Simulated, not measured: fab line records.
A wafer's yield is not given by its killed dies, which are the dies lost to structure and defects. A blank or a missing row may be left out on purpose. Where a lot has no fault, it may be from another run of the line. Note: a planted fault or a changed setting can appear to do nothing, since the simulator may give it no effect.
Matching of chambers ; flow gf180mcu ; 4 sister chambers for GF_V5_CMP_04 on cmp-01
The step polishes SiO2. 14 wafers are shown with their chamber, then 7 later ones without.

== WAFERS PAIRED WITH THEIR CHAMBERS ==
wafer;chamber;motor current A (A)
L576.2;0;12.3
L576.3;1;11.5
L576.6;2;12.6
L577.2;0;12.2
L577.4;3;13.6
L577.5;1;11.7
L579.2;3;14.2
L579.4;2;12.2
L579.5;1;11.7
L581.1;3;13.5
L581.3;0;12.7
L581.6;3;13.4
L589.3;2;12.4
L589.4;1;12.3

SIGNATURES (means of the wafers above)
reading;chamber 0;chamber 1;chamber 2;chamber 3;scatter within a chamber
motor current A;12.400;11.800;12.400;13.675;0.311
Rule: distance of a wafer from a chamber = root of the sum over the readings of ((wafer's reading minus chamber's mean) / reading's scatter) squared. If the next closest chamber is less than 2 further off than the closest, the wafer can't be placed; otherwise it belongs to the closest. The scatter: the root of (the sum of the squares of (reading less its chamber's mean) over the shown wafers, divided by (wafers less chambers)).

== WAFERS WHOSE CHAMBER IS MISSING ==
wafer;motor current A (A)
L589.5;12.7
L590.4;12.2
L590.5;11.4
L590.6;12.4
L597.2;12.3
L597.3;14.2
L597.5;12.6

== CHAMBER TAKEN BY EACH ==
wafer;from the rows above;in truth
L589.5;can't be placed: 0 or 2 or 1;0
L590.4;can't be placed: 0 or 2 or 1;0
L590.5;can't be placed: 1 or 0 or 2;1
L590.6;can't be placed: 0 or 2 or 1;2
L597.2;can't be placed: 0 or 2 or 1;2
L597.3;3;3
L597.5;can't be placed: 0 or 2 or 1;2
1 of 7 placed correctly. Can't be placed from these rows: 6 (the true chamber is among the candidates in 6). Number placed wrongly: 0.
